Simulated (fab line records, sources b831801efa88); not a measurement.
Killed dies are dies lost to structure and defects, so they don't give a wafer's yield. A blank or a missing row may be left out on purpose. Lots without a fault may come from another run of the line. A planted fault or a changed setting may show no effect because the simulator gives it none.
Which tool did it? | flow sky130 | 14 lots, 41 wafers sampled, at 4 steps of a route of 708

WHAT THE GAUGES READ, wafer by wafer
SKY_VT_ADJUST_HVTR_OVL_MEAS_08. Usual: VT_ADJUST_HVTR_OVL 0.6 nm, standard deviation 1.5.
lot  | measured     | on         | VT_ADJUST_HVTR_OVL (nm) | flag
L173 | day 10 15:25 | overlay-01 | 0.8 -1.5 0.8            |
L172 | day 10 16:22 | overlay-01 | -0.2 -1.0 0.9           |
L175 | day 11 09:49 | overlay-02 | 2.8 1.5 2.4             |
L174 | day 11 12:28 | overlay-01 | 1.8 1.9 1.9             |
L177 | day 12 01:17 | overlay-02 | -1.4 1.2                |
L185 | day 13 12:22 | overlay-01 | 1.9 -1.5 -0.8           |
L186 | day 13 23:38 | overlay-01 | -2.2 0.9 -0.3           |
L189 | day 14 23:20 | overlay-01 | -2.8 -1.1 -0.5          |
L190 | day 15 04:37 | overlay-01 | 1.0 1.6 2.1             |
L191 | day 15 09:13 | overlay-02 | 0.4 -1.1 0.1            |
L192 | day 15 11:55 | overlay-01 | 1.5 1.5 2.6             |
L193 | day 15 21:58 | overlay-01 | -0.8 1.0 1.0            |
L194 | day 16 07:49 | overlay-02 | 0.4 -0.6 1.2            |
L195 | day 16 15:34 | overlay-01 | -1.1 1.3 -1.8           |

SKY_SONOS_TUNNEL_TW_MEAS_12. Usual: SONOS_TUNNEL_TW 198.5, standard deviation 0.99.
lot  | measured     | on            | SONOS_TUNNEL_TW   | flag
L173 | day 12 15:04 | film_metro-01 | 199.7 200.9 199.6 |
L172 | day 12 15:20 | film_metro-02 | 198.3 198.3 198.1 |
L175 | day 13 12:09 | film_metro-01 | 198.6 198.8 198.5 |
L174 | day 13 14:24 | film_metro-04 | 198.9 197.3 197.5 |
L177 | day 14 05:01 | film_metro-01 | 199.9 198.9       |
L185 | day 15 19:13 | film_metro-02 | 197.5 197.0 196.8 |
L186 | day 16 06:18 | film_metro-02 | 197.7 198.2 198.6 |
L189 | day 17 08:14 | film_metro-02 | 197.7 196.3 197.7 |
L190 | day 17 13:41 | film_metro-04 | 199.0 199.3 199.3 |
L191 | day 17 18:26 | film_metro-01 | 198.7 198.1 200.0 |
L192 | day 17 21:48 | film_metro-01 | 200.2 199.9 199.2 |
L193 | day 18 07:25 | film_metro-02 | 197.7 198.0 198.6 |
L194 | day 18 17:13 | film_metro-02 | 198.3 197.7 197.2 |
L195 | day 19 02:11 | film_metro-02 | 196.3 197.8 197.2 |

WHICH TOOL RAN EACH LOT (tool, then ch and the chambers of the sampled wafers, then the start)
lot  | SKY_VT_ADJUST_NCORE_STRIP_10         | SKY_SONOS_TUNNEL_SOFTBAKE_03
L173 | plasma_asher-02 ch 0,1, day 9 16:55  | litho_track-04 ch 0, day 12 03:06
L172 | plasma_asher-01 ch 0,1, day 9 18:10  | litho_track-01 ch 0, day 12 03:48
L175 | plasma_asher-01 ch 0,1, day 10 10:40 | litho_track-01 ch 0, day 12 23:02
L174 | plasma_asher-03 ch 0,1, day 10 13:57 | litho_track-01 ch 0, day 13 01:39
L177 | plasma_asher-03 ch 0, day 11 02:23   | litho_track-01 ch 0, day 13 15:05
L185 | plasma_asher-01 ch 0,1, day 12 10:59 | litho_track-02 ch 0, day 15 04:21
L186 | plasma_asher-01 ch 0,1, day 12 22:12 | litho_track-02 ch 0, day 15 16:26
L189 | plasma_asher-03 ch 0,1, day 13 20:44 | litho_track-04 ch 0, day 16 17:18
L190 | plasma_asher-02 ch 0,1, day 14 02:36 | litho_track-02 ch 0, day 16 23:15
L191 | plasma_asher-02 ch 0,1, day 14 06:45 | litho_track-04 ch 0, day 17 03:00
L192 | plasma_asher-02 ch 0,1, day 14 09:12 | litho_track-04 ch 0, day 17 06:04
L193 | plasma_asher-01 ch 0, day 14 18:39   | litho_track-01 ch 0, day 17 16:21
L194 | plasma_asher-03 ch 0,1, day 15 03:37 | litho_track-02 ch 0, day 18 03:21
L195 | plasma_asher-03 ch 0,1, day 15 11:37 | litho_track-01 ch 0, day 18 10:57
- SKY_VT_ADJUST_NCORE_STRIP_10: strips in O2/N2.
- SKY_SONOS_TUNNEL_SOFTBAKE_03: time 60 s.

WHAT THE TOOLS THEMSELVES READ (means of the sampled wafers that have a number; where no wafer has one, the mark that the record gives instead)
SKY_VT_ADJUST_NCORE_STRIP_10. Usual: drypump_motor_current_A 5.7 A, standard deviation 0.51; oes_product_au 0.716 a.u., standard deviation 0.0044; strip_time_to_endpoint_s 14.18 s, standard deviation 0.043.
lot  | tool            | drypump_motor_current_A (A) | oes_product_au (a.u.) | strip_time_to_endpoint_s (s) | flag
L173 | plasma_asher-02 | 5.5                         | 0.713                 | 14.13                        |
L172 | plasma_asher-01 | 5.9                         | 0.719                 | 14.16                        |
L175 | plasma_asher-01 | 5.9                         | 0.717                 | 14.17                        |
L174 | plasma_asher-03 | 5.9                         | 0.717                 | 14.16                        |
L177 | plasma_asher-03 | 6.1                         | 0.716                 | 14.27                        |
L185 | plasma_asher-01 | 5.6                         | 0.716                 | 14.09                        |
L186 | plasma_asher-01 | 5.9                         | 0.713                 | 14.20                        |
L189 | plasma_asher-03 | 5.8                         | 0.717                 | 14.13                        |
L190 | plasma_asher-02 | 5.6                         | 0.716                 | 14.14                        |
L191 | plasma_asher-02 | 5.5                         | 0.714                 | 14.19                        |
L192 | plasma_asher-02 | 5.1                         | 0.715                 | 14.24                        |
L193 | plasma_asher-01 | 5.3                         | 0.718                 | 14.16                        |
L194 | plasma_asher-03 | 5.8                         | 0.717                 | 14.14                        |
L195 | plasma_asher-03 | 5.8                         | 0.712                 | 14.19                        |

SKY_SONOS_TUNNEL_SOFTBAKE_03. Usual: run_length_s 89.07 s, standard deviation 0.11.
lot  | tool           | run_length_s (s) | flag
L173 | litho_track-04 | 89.14            |
L172 | litho_track-01 | 89.12            |
L175 | litho_track-01 | 89.04            |
L174 | litho_track-01 | 91.00            | OFF
L177 | litho_track-01 | 92.08            | OFF
L185 | litho_track-02 | 89.08            |
L186 | litho_track-02 | 89.03            |
L189 | litho_track-04 | 88.99            |
L190 | litho_track-02 | 89.09            |
L191 | litho_track-04 | 89.12            |
L192 | litho_track-04 | 89.08            |
L193 | litho_track-01 | 89.13            |
L194 | litho_track-02 | 89.09            |
L195 | litho_track-01 | 89.14            |

THE ANSWER, worked out from the rows above alone
Rule: a lot is off if the mean of its wafers that have a number lies more than 3 standard deviations from the usual mean. A lot without any number at a reading at which 4 lots or more have one is off too. The other lots that the step has rows for count as sound. The gauges are gone through in route order, then the tools' own readings, and for those a lot's mean is taken as printed above. The first step at which some lot is off is used, and at that step the reading that is off furthest; a lot without a number counts as furthest.
Off: L174, L177, at SKY_SONOS_TUNNEL_SOFTBAKE_03 (run_length_s).
A tool fits if, at that step or a process step before it, it ran every lot that is off, and no sound lot after the first of them. None of those tried fits.

WHAT THE SIMULATOR HAD PUT IN
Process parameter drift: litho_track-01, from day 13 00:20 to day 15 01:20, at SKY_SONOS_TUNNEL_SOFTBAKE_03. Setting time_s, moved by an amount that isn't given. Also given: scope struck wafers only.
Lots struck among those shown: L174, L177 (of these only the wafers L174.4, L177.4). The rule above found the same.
